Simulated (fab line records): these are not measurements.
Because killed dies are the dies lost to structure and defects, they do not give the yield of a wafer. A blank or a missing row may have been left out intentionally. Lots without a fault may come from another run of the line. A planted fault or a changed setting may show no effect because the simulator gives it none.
Lot-split experiment ; flow gf180mcu ; 5 lots, 23 wafers read, on a route of 602 steps

== SPLIT DETAILS ==
At GF_HV_LDD_IMPLANT_09, the setting dose cm2 was moved away from the recipe's 1e+14 on 4 of the 23 wafers read, by -9.7% to +10.7%. For the rest of the wafers, this setting stayed at what the recipe calls for.

== FROM THE SPLIT TO THE READING: what the file shows between them, 10 steps ==
- GF_HV_LDD_DEVELOP_18: develop time 60 s (also split here: develop time s)
- GF_HV_LDD_CD_MEAS_19: target cd 400 nm
- GF_HV_LDD_IMPLANT_21 (also split here: dose cm2)
- GF_HV_LDD_STRIP_22: strips in O2/N2
- GF_HV_LDD_TW_MEAS_23
- GF_HV_LDD_DEVELOP_45: develop time 60 s (also split here: develop time s)
- GF_HV_LDD_CD_MEAS_46: target cd 400 nm
- GF_HV_LDD_IMPLANT_48
- GF_HV_LDD_CLEAN_51: cleans in SC1/SC2, time 150 s
- GF_HV_LDD_RTA_52: time 10 s

== THE READING ==
HV_LDD_RS, in ohm/sq, at GF_HV_LDD_RS_MEAS_53 (measures by four-point-probe). Typical for fault-free wafers on this fab line: 418.6 ohm/sq, with standard deviation 0.76 ohm/sq.

wafer;tool, chamber at the split;dose cm2 as run;against the recipe;HV_LDD_RS, ohm/sq;against lot-mates on the recipe
L076.3;implanter-04, 0;1e+14;recipe;419.4;-
L076.4;implanter-04, 0;1e+14;recipe;419.0;-
L076.5;implanter-04, 0;1e+14;recipe;419.1;-
L078.1;implanter-04, 0;1e+14;recipe;417.6;-
L078.2;implanter-04, 0;1.107e+14;+10.7%;400.5;-18.1
L078.4;implanter-04, 0;1e+14;recipe;419.6;-
L078.5;implanter-04, 0;1.107e+14;+10.7%;400.0;-18.6
L078.6;implanter-04, 0;1e+14;recipe;418.7;-
L079.1;implanter-04, 0;1e+14;recipe;419.1;-
L079.2;implanter-04, 0;1e+14;recipe;417.4;-
L079.3;implanter-04, 0;1e+14;recipe;418.9;-
L079.5;implanter-04, 0;1e+14;recipe;418.4;-
L079.6;implanter-04, 0;1e+14;recipe;416.2;-
L082.1;implanter-04, 0;1e+14;recipe;419.9;-
L082.2;implanter-04, 0;1e+14;recipe;417.3;-
L082.3;implanter-04, 0;9.028e+13;-9.7%;437.3;+17.7
L082.5;implanter-04, 0;9.028e+13;-9.7%;437.1;+17.5
L082.6;implanter-04, 0;1e+14;recipe;421.5;-
L083.1;implanter-03, 0;1e+14;recipe;415.8;-
L083.2;implanter-03, 0;1e+14;recipe;419.2;-
L083.3;implanter-03, 0;1e+14;recipe;418.6;-
L083.4;implanter-03, 0;1e+14;recipe;416.1;-
L083.5;implanter-03, 0;1e+14;recipe;416.0;-

THE FIT
A straight line over all 23 wafers: HV_LDD_RS changes by -1.8 ohm/sq for each +1% of dose cm2; r = -0.98; the points scatter about the line by 1.5 ohm/sq.
The same after taking each lot's own level away (the mean of its wafers on the recipe; 23 wafers): -1.76 ohm/sq for each +1%; r = -0.99; scatter 1.2 ohm/sq.
According to that fit, moving dose cm2 by its largest amount changes the reading by 19 ohm/sq.
The span of the lots' own levels, 417.14 to 419.57 ohm/sq, comes to 3.2 times the standard deviation stated above.
Hence the lot-to-lot level has little effect on the slope; both slopes agree.
Check: -19.1 ohm/sq against its lot-mates is what the line predicts for one of the wafers moved furthest among these (+10.7%) when that wafer is left out of the fit. It came out at -18.1 ohm/sq against them.

== ADDITIONAL SPLITS CARRIED BY THESE WAFERS ==
These wafers also went through other splits before the reading. Each is held against what the fit with the lots' levels taken away leaves over:
other split on the same wafers;wafers away from the commonest value;r with HV_LDD_RS (lot level and that fit taken away)
GF_POLY_GATE_PEB_08 peb time s;9;+0.11
GF_HV_LDD_DEVELOP_18 develop time s;11;+0.10
GF_HV_LDD_IMPLANT_21 dose cm2;7;+0.26
GF_HV_LDD_DEVELOP_45 develop time s;11;+0.22

== THE FILE'S OWN FIT ==
HV_LDD_RS changes by -1.76 ohm/sq for each +1% of dose cm2, r = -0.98.
